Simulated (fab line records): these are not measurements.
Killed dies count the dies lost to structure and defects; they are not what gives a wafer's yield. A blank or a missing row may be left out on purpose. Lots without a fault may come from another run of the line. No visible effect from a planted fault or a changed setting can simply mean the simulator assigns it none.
Which tool did it? / flow gf180mcu / Sampling: 12 lots, 36 wafers, 4 of 602 route steps

== WHAT THE GAUGES READ, wafer by wafer ==
GF_M2_OVL_MEAS_15. Usual: M2_OVL -4 nm, standard deviation 6.4.
lot=L658; measured=day 19 21:05; on=overlay-02; M2_OVL (nm)=5 8 2; flag=
lot=L659; measured=day 20 00:16; on=overlay-01; M2_OVL (nm)=0 1 -3; flag=
lot=L660; measured=day 20 08:02; on=overlay-01; M2_OVL (nm)=2 -4 0; flag=
lot=L661; measured=day 20 17:30; on=overlay-02; M2_OVL (nm)=-11 -12 -14; flag=
lot=L662; measured=day 21 07:40; on=overlay-02; M2_OVL (nm)=-3 -7 -1; flag=
lot=L669; measured=day 23 21:40; on=overlay-01; M2_OVL (nm)=-3 0 -6; flag=
lot=L674; measured=day 25 08:02; on=overlay-02; M2_OVL (nm)=-1 9 6; flag=
lot=L675; measured=day 25 18:19; on=overlay-01; M2_OVL (nm)=-2 -1 -7; flag=
lot=L676; measured=day 25 23:38; on=overlay-01; M2_OVL (nm)=-12 -7 -6; flag=
lot=L677; measured=day 26 07:17; on=overlay-02; M2_OVL (nm)=0 4 6; flag=
lot=L679; measured=day 26 20:05; on=overlay-02; M2_OVL (nm)=2 -3 3; flag=
lot=L680; measured=day 27 01:14; on=overlay-01; M2_OVL (nm)=-20 -16 -15; flag=

GF_V2_CD_MEAS_14: target cd 260 nm. Usual: cd-nm reads 260.0 nm (standard deviation 1.3).
lot=L658; measured=day 20 22:58; on=cd-sem-01; cd-nm (nm)=258.6 257.8 260.3; flag=
lot=L659; measured=day 21 02:18; on=cd-sem-01; cd-nm (nm)=262.6 260.3 262.4; flag=
lot=L660; measured=day 21 10:10; on=cd-sem-02; cd-nm (nm)=258.5 259.2 259.0; flag=
lot=L661; measured=day 21 18:52; on=cd-sem-02; cd-nm (nm)=260.2 261.1 259.9; flag=
lot=L662; measured=day 22 08:29; on=cd-sem-01; cd-nm (nm)=259.6 258.0 258.4; flag=
lot=L669; measured=day 24 21:21; on=cd-sem-02; cd-nm (nm)=260.8 261.0 260.6; flag=
lot=L674; measured=day 26 06:10; on=cd-sem-02; cd-nm (nm)=262.1 263.0 262.6; flag=
lot=L675; measured=day 26 16:38; on=cd-sem-02; cd-nm (nm)=260.3 260.3 260.1; flag=
lot=L676; measured=day 26 21:54; on=cd-sem-02; cd-nm (nm)=262.0 261.9 261.3; flag=
lot=L677; measured=day 27 05:14; on=cd-sem-01; cd-nm (nm)=259.7 259.0 259.9; flag=
lot=L679; measured=day 27 17:02; on=cd-sem-01; cd-nm (nm)=260.4 262.4 262.0; flag=
lot=L680; measured=day 27 22:25; on=cd-sem-01; cd-nm (nm)=259.2 258.6 258.3; flag=

== EACH LOT AND THE TOOL THAT RAN IT (in order: tool; ch and the chambers of the sampled wafers; start) ==
lot=L658; GF_V1_CMP_26=cmp-01 ch 0,1,2, day 18 20:02; GF_V2_CVD_02=pecvd-03 ch 0,1, day 19 21:56
lot=L659; GF_V1_CMP_26=cmp-01 ch 0,2, day 18 23:17; GF_V2_CVD_02=pecvd-04 ch 0,1,2, day 20 01:07
lot=L660; GF_V1_CMP_26=cmp-02 ch 0,1,3, day 19 07:19; GF_V2_CVD_02=pecvd-03 ch 0,1, day 20 08:51
lot=L661; GF_V1_CMP_26=cmp-02 ch 0,2,3, day 19 15:59; GF_V2_CVD_02=pecvd-02 ch 0,2, day 20 18:18
lot=L662; GF_V1_CMP_26=cmp-02 ch 2,3, day 20 06:43; GF_V2_CVD_02=pecvd-02 ch 0,1,2, day 21 08:29
lot=L669; GF_V1_CMP_26=cmp-02 ch 0,2, day 22 22:25; GF_V2_CVD_02=pecvd-02 ch 0,1,2, day 23 22:33
lot=L674; GF_V1_CMP_26=cmp-02 ch 0,1,3, day 24 09:26; GF_V2_CVD_02=pecvd-02 ch 0,2, day 25 08:51
lot=L675; GF_V1_CMP_26=cmp-02 ch 0,1,2, day 24 20:26; GF_V2_CVD_02=pecvd-03 ch 0,2, day 25 19:08
lot=L676; GF_V1_CMP_26=cmp-02 ch 0,2,3, day 25 01:55; GF_V2_CVD_02=pecvd-04 ch 0,1,2, day 26 00:46
lot=L677; GF_V1_CMP_26=cmp-02 ch 0,2,3, day 25 09:43; GF_V2_CVD_02=pecvd-02 ch 0,1, day 26 08:06
lot=L679; GF_V1_CMP_26=cmp-02 ch 2,3, day 25 22:31; GF_V2_CVD_02=pecvd-03 ch 0,1,2, day 26 20:54
lot=L680; GF_V1_CMP_26=cmp-01 ch 1,2,3, day 26 03:38; GF_V2_CVD_02=pecvd-02 ch 0,1, day 27 02:03
- GF_V1_CMP_26: polishes, stops on SiO2, t overpolish 15 s, target thk 0 nm.
- GF_V2_CVD_02: deposits SiO2 from TEOS, target thk 850 nm, time 94.851 s.

== AS READ BY THE TOOLS THEMSELVES (means over the sampled wafers that have a number; for cases with no such wafer, the mark the record gives instead) ==
GF_V1_CMP_26. Usual: motor-current-A 10.3 A, standard deviation 0.9; overpolish-run-s 14.999 s, standard deviation 0.0085; platen-rpm 60.00 rpm, standard deviation 0.039; retaining-ring-pressure-frac 1.001, standard deviation 0.0051; slurry-filter-dp-kPa 13.50 kPa, standard deviation 0.14; time-to-endpoint-s 86 s, standard deviation 3.4.
lot=L658; tool=cmp-01; motor-current-A (A)=9.8; overpolish-run-s (s)=15.000; platen-rpm (rpm)=60.00; retaining-ring-pressure-frac=0.999; slurry-filter-dp-kPa (kPa)=13.47; time-to-endpoint-s (s)=85; flag=
lot=L659; tool=cmp-01; motor-current-A (A)=9.6; overpolish-run-s (s)=14.992; platen-rpm (rpm)=60.00; retaining-ring-pressure-frac=1.002; slurry-filter-dp-kPa (kPa)=13.64; time-to-endpoint-s (s)=85; flag=
lot=L660; tool=cmp-02; motor-current-A (A)=11.0; overpolish-run-s (s)=14.996; platen-rpm (rpm)=60.00; retaining-ring-pressure-frac=1.005; slurry-filter-dp-kPa (kPa)=13.42; time-to-endpoint-s (s)=85; flag=
lot=L661; tool=cmp-02; motor-current-A (A)=10.3; overpolish-run-s (s)=14.996; platen-rpm (rpm)=60.02; retaining-ring-pressure-frac=0.995; slurry-filter-dp-kPa (kPa)=13.50; time-to-endpoint-s (s)=86; flag=
lot=L662; tool=cmp-02; motor-current-A (A)=9.4; overpolish-run-s (s)=14.997; platen-rpm (rpm)=59.98; retaining-ring-pressure-frac=0.998; slurry-filter-dp-kPa (kPa)=13.52; time-to-endpoint-s (s)=84; flag=
lot=L669; tool=cmp-02; motor-current-A (A)=10.7; overpolish-run-s (s)=14.998; platen-rpm (rpm)=60.01; retaining-ring-pressure-frac=1.004; slurry-filter-dp-kPa (kPa)=13.45; time-to-endpoint-s (s)=85; flag=
lot=L674; tool=cmp-02; motor-current-A (A)=10.6; overpolish-run-s (s)=15.005; platen-rpm (rpm)=59.98; retaining-ring-pressure-frac=1.000; slurry-filter-dp-kPa (kPa)=13.59; time-to-endpoint-s (s)=89; flag=
lot=L675; tool=cmp-02; motor-current-A (A)=10.8; overpolish-run-s (s)=15.002; platen-rpm (rpm)=60.01; retaining-ring-pressure-frac=1.002; slurry-filter-dp-kPa (kPa)=13.57; time-to-endpoint-s (s)=90; flag=
lot=L676; tool=cmp-02; motor-current-A (A)=10.0; overpolish-run-s (s)=14.987; platen-rpm (rpm)=59.99; retaining-ring-pressure-frac=1.005; slurry-filter-dp-kPa (kPa)=13.52; time-to-endpoint-s (s)=87; flag=
lot=L677; tool=cmp-02; motor-current-A (A)=10.3; overpolish-run-s (s)=15.002; platen-rpm (rpm)=59.99; retaining-ring-pressure-frac=0.996; slurry-filter-dp-kPa (kPa)=13.46; time-to-endpoint-s (s)=85; flag=
lot=L679; tool=cmp-02; motor-current-A (A)=9.5; overpolish-run-s (s)=14.998; platen-rpm (rpm)=60.02; retaining-ring-pressure-frac=1.002; slurry-filter-dp-kPa (kPa)=13.56; time-to-endpoint-s (s)=84; flag=
lot=L680; tool=cmp-01; motor-current-A (A)=9.8; overpolish-run-s (s)=14.995; platen-rpm (rpm)=59.99; retaining-ring-pressure-frac=1.000; slurry-filter-dp-kPa (kPa)=13.68; time-to-endpoint-s (s)=87; flag=

GF_V2_CVD_02. Usual: heater-power-outer-w 384 W, standard deviation 57; heater-power-w 654 W, standard deviation 74; rf-fwd-power-W 596.2 W, standard deviation 2.2.
lot=L658; tool=pecvd-03; heater-power-outer-w (W)=352; heater-power-w (W)=613; rf-fwd-power-W (W)=595.9; flag=
lot=L659; tool=pecvd-04; heater-power-outer-w (W)=356; heater-power-w (W)=620; rf-fwd-power-W (W)=595.1; flag=
lot=L660; tool=pecvd-03; heater-power-outer-w (W)=-; heater-power-w (W)=-; rf-fwd-power-W (W)=-; flag=OFF
lot=L661; tool=pecvd-02; heater-power-outer-w (W)=-; heater-power-w (W)=-; rf-fwd-power-W (W)=-; flag=OFF
lot=L662; tool=pecvd-02; heater-power-outer-w (W)=444; heater-power-w (W)=723; rf-fwd-power-W (W)=596.4; flag=
lot=L669; tool=pecvd-02; heater-power-outer-w (W)=399; heater-power-w (W)=669; rf-fwd-power-W (W)=596.9; flag=
lot=L674; tool=pecvd-02; heater-power-outer-w (W)=438; heater-power-w (W)=728; rf-fwd-power-W (W)=594.0; flag=
lot=L675; tool=pecvd-03; heater-power-outer-w (W)=390; heater-power-w (W)=656; rf-fwd-power-W (W)=597.6; flag=
lot=L676; tool=pecvd-04; heater-power-outer-w (W)=366; heater-power-w (W)=635; rf-fwd-power-W (W)=595.2; flag=
lot=L677; tool=pecvd-02; heater-power-outer-w (W)=396; heater-power-w (W)=662; rf-fwd-power-W (W)=597.2; flag=
lot=L679; tool=pecvd-03; heater-power-outer-w (W)=310; heater-power-w (W)=554; rf-fwd-power-W (W)=597.1; flag=
lot=L680; tool=pecvd-02; heater-power-outer-w (W)=433; heater-power-w (W)=719; rf-fwd-power-W (W)=596.6; flag=

== THE ANSWER, worked out from the rows above alone ==
Rule: a lot counts as off when the mean over its wafers that have a number is more than 3 standard deviations away from the usual mean. A lot without any number at a reading at which 4 lots or more have one is off too. The other lots that the step has rows for count as sound. First the gauges in route order, then the tools' own readings, where a lot's mean is used as printed above. At the first step where some lot is off, the reading lying furthest off is the one used; lots without a number count as furthest.
Off, at GF_V2_CVD_02 on heater-power-outer-w: L660, L661. Without a number there: L660, L661.
A tool fits if, at that step or a process step before it, it ran every lot that is off, and no sound lot after the first of them. Not one of the candidates tried fits.

== WHAT THE SIMULATOR HAD INSERTED ==
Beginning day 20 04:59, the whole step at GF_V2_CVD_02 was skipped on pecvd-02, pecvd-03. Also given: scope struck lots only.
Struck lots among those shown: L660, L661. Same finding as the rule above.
